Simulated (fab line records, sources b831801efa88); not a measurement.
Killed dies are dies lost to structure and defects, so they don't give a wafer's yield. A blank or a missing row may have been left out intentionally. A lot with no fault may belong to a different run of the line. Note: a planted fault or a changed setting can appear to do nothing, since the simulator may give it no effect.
Matching of chambers ; flow sky130 ; SKY_LI_CONTACT_CMP_02 on cmp-02 has 4 sister chambers
The step polishes PSG. 8 wafers are shown with their chamber, then 8 later ones without.

## WAFERS, EACH WITH ITS CHAMBER
wafer;chamber;motor-current-A (A);time-to-endpoint-s (s)
L078.2;1;11.5;33.9
L078.4;2;10.6;35.9
L078.6;1;12.1;29.3
L080.1;2;10.5;33.8
L084.4;0;11.2;37.8
L084.5;3;10.5;34.2
L084.6;0;10.9;35.8
L090.1;3;9.9;35.8

## WAFERS MISSING THEIR CHAMBER
wafer;motor-current-A (A);time-to-endpoint-s (s)
L090.2;11.6;32.4
L090.4;10.7;37.9
L092.3;10.2;30.3
L092.4;10.9;36.3
L092.5;11.9;31.2
L095.3;9.8;31.5
L095.4;10.5;30.1
L095.6;10.8;30.5

## WHICH CHAMBER EACH WENT THROUGH
wafer;from the rows above;in truth
L090.2;1;1
L090.4;can't be placed: 0 or 2 or 3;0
L092.3;can't be placed: 3 or 2 or 0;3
L092.4;can't be placed: 0 or 2 or 3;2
L092.5;1;1
L095.3;can't be placed: 3 or 2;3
L095.4;can't be placed: 2 or 3 or 0 or 1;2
L095.6;can't be placed: 2 or 3 or 1 or 0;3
2 of 8 placed correctly. These rows do not allow placing 6 (true chamber among the candidates in 6). Number placed wrongly: 0.
How it was worked out, from the rows above alone: a wafer's distance from a chamber is the root of the sum, over the readings, of the square of ((its reading less the chamber's mean) divided by the reading's scatter). The wafer belongs to the nearest chamber; if the next one is less than 2 further off, it can't be placed. Each chamber's mean is taken over the wafers shown for it. How the scatter is found: for the shown wafers, subtract from each reading the mean of its chamber, square and add these, divide the total by (wafers less chambers), then take the root.
